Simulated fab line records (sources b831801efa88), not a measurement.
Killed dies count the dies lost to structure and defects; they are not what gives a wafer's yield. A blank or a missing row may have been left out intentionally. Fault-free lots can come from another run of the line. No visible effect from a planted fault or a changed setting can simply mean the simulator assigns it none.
Which of the tools did it?    flow sky130    10 lots, 30 wafers sampled, at 6 steps of a route of 708

## WHAT THE GAUGES READ, wafer by wafer
SKY_CONTACT_BOW_MEAS_05. Usual: CONTACT_BOW typically reads 83 um, with standard deviation 7.2.
lot   measured      on             CONTACT_BOW (um)  flag
L643  day 32 00:52  film metro-02  88 85 81          
L646  day 32 20:28  film metro-01  70 94 92          
L647  day 32 21:25  film metro-04  74 77 77          
L648  day 33 02:08  film metro-01  84 70 96          
L656  day 33 08:10  film metro-02  83 82 94          
L657  day 38 16:35  film metro-01  88 77 95          
L658  day 39 04:29  film metro-04  88 82 92          
L663  day 39 08:37  film metro-02  88 80 87          
L659  day 39 11:02  film metro-04  95 85 68          
L665  day 39 14:39  film metro-01  91 81 78          

SKY_METAL1_RS_MEAS_05: a four-point-probe measurement. Usual: METAL1_ALCU_RS typically reads 0.1270 ohm/sq, with standard deviation 0.0016.
lot   measured      on             METAL1_ALCU_RS (ohm/sq)                    flag
L643  day 33 06:38  film metro-01  0.1274 0.1275 0.1272                       
L646  day 34 03:01  film metro-02  0.1281 0.1274 0.1267                       
L647  day 34 03:22  film metro-02  0.1621 0.1228 0.1638 0.1617 0.1226 0.1640  OFF
L648  day 34 06:50  film metro-02  0.1277 0.1732 0.1291 0.1279 0.1733 0.1289  OFF
L656  day 34 12:59  film metro-03  0.1257 0.1269 0.1278                       
L657  day 39 19:14  film metro-01  0.1259 0.1260 0.1289                       
L658  day 40 07:45  film metro-01  0.1264 0.1275 0.1269                       
L663  day 40 12:09  film metro-03  0.1276 0.1297 0.1285                       
L659  day 40 13:20  film metro-02  0.1256 0.1257 0.1260                       
L665  day 40 18:04  film metro-02  0.1249 0.1279 0.1264                       

SKY_METAL1_THK_MEAS_06: measures by xrf. Usual: METAL1_ALCU_THK typically reads 245.9 nm, with standard deviation 3.
lot   measured      on             METAL1_ALCU_THK (nm)                 flag
L643  day 33 06:46  film metro-01  247.6 246.1 246.3                    
L646  day 34 03:07  film metro-02  243.1 245.1 246.9                    
L647  day 34 04:41  film metro-02  194.4 253.5 192.3 193.6 253.9 192.1  OFF
L648  day 34 09:52  film metro-02  244.1 181.8 241.1 244.9 181.8 241.5  OFF
L656  day 34 13:05  film metro-03  249.0 244.2 243.1                    
L657  day 39 19:20  film metro-01  246.9 245.8 241.2                    
L658  day 40 07:51  film metro-01  247.5 245.2 245.1                    
L663  day 40 12:16  film metro-03  244.5 242.2 244.0                    
L659  day 40 13:27  film metro-02  247.6 248.3 248.8                    
L665  day 40 18:11  film metro-02  248.7 244.0 247.3                    

SKY_METAL1_OVL_MEAS_16. Usual: METAL1_OVL typically reads -1 nm, with standard deviation 7.3.
lot   measured      on          METAL1_OVL (nm)  flag
L643  day 34 10:41  overlay-01  13 2 6           
L646  day 35 05:46  overlay-02  1 0 -2           
L647  day 35 06:39  overlay-01  4 5 7            
L648  day 35 09:50  overlay-02  3 9 1            
L656  day 35 16:24  overlay-01  0 1 -4           
L657  day 40 21:22  overlay-01  -2 -6 -8         
L658  day 41 09:20  overlay-02  -8 6 -4          
L663  day 41 13:28  overlay-02  -4 -14 -13       
L659  day 41 15:23  overlay-02  10 14 -9         
L665  day 41 19:52  overlay-02  -4 8 9           

## TOOL THAT RAN EACH LOT (tool first, then ch and the chambers of the sampled wafers, then the start)
lot   SKY_METAL1_SPUTTER_02         SKY_METAL1_SPUTTER_03
L643  pvd sputter-01, day 33 06:33  pvd sputter-01, day 33 06:34
L646  pvd sputter-01, day 34 02:54  pvd sputter-01, day 34 02:55
L647  pvd sputter-01, day 34 03:15  pvd sputter-01, day 34 03:16
L648  pvd sputter-01, day 34 06:45  pvd sputter-01, day 34 06:46
L656  pvd sputter-02, day 34 12:51  pvd sputter-02, day 34 12:52
L657  pvd sputter-02, day 39 19:07  pvd sputter-02, day 39 19:09
L658  pvd sputter-01, day 40 07:37  pvd sputter-01, day 40 07:38
L663  pvd sputter-02, day 40 11:58  pvd sputter-02, day 40 12:01
L659  pvd sputter-03, day 40 13:14  pvd sputter-03, day 40 13:16
L665  pvd sputter-02, day 40 17:53  pvd sputter-02, day 40 17:56
- SKY_METAL1_SPUTTER_02: material AlCu, target thk 250 nm, time 13.3 s.
- SKY_METAL1_SPUTTER_03: material Ti, target thk 5 nm, time 3.3 s.

## WHAT THE TOOLS THEMSELVES READ (means of the sampled wafers that have a number; where no wafer has one, the mark that the record gives instead)
SKY_METAL1_SPUTTER_02. Usual: throttle valve pct at 29.4 %, with a standard deviation of 0.89.
lot   tool            throttle valve pct (%)  flag
L643  pvd sputter-01  29.3                    
L646  pvd sputter-01  28.8                    
L647  pvd sputter-01  29.0                    
L648  pvd sputter-01  28.6                    
L656  pvd sputter-02  29.7                    
L657  pvd sputter-02  29.0                    
L658  pvd sputter-01  29.3                    
L663  pvd sputter-02  30.2                    
L659  pvd sputter-03  30.0                    
L665  pvd sputter-02  29.5                    

SKY_METAL1_SPUTTER_03. Usual: throttle valve pct at 29.4 %, with a standard deviation of 0.9.
lot   tool            throttle valve pct (%)  flag
L643  pvd sputter-01  29.1                    
L646  pvd sputter-01  28.9                    
L647  pvd sputter-01  29.1                    
L648  pvd sputter-01  28.8                    
L656  pvd sputter-02  29.6                    
L657  pvd sputter-02  29.1                    
L658  pvd sputter-01  29.4                    
L663  pvd sputter-02  30.2                    
L659  pvd sputter-03  29.9                    
L665  pvd sputter-02  29.7                    

## THE ANSWER, worked out from the rows above alone
Rule: a lot counts as off when the mean over its wafers that have a number is more than 3 standard deviations away from the usual mean. Also off: a lot with no number at a reading for which 4 or more lots have one. Any other lot the step has rows for is counted as sound. Order of review: gauges by route order, followed by the tools' own readings, for which a lot's mean as printed above is used. The first step at which some lot is off is used, and at that step the reading that is off furthest; a lot without a number counts as furthest.
Off: L647, L648, seen at SKY_METAL1_RS_MEAS_05 (METAL1_ALCU_RS).
A tool fits if, at a process step before that reading, it ran every lot that is off, and no sound lot after the first of them. Those tools and the gauges at SKY_METAL1_RS_MEAS_05 are tried in the same way. Of those tried, none fits.

## WHAT HAD BEEN PUT IN BY THE SIMULATOR
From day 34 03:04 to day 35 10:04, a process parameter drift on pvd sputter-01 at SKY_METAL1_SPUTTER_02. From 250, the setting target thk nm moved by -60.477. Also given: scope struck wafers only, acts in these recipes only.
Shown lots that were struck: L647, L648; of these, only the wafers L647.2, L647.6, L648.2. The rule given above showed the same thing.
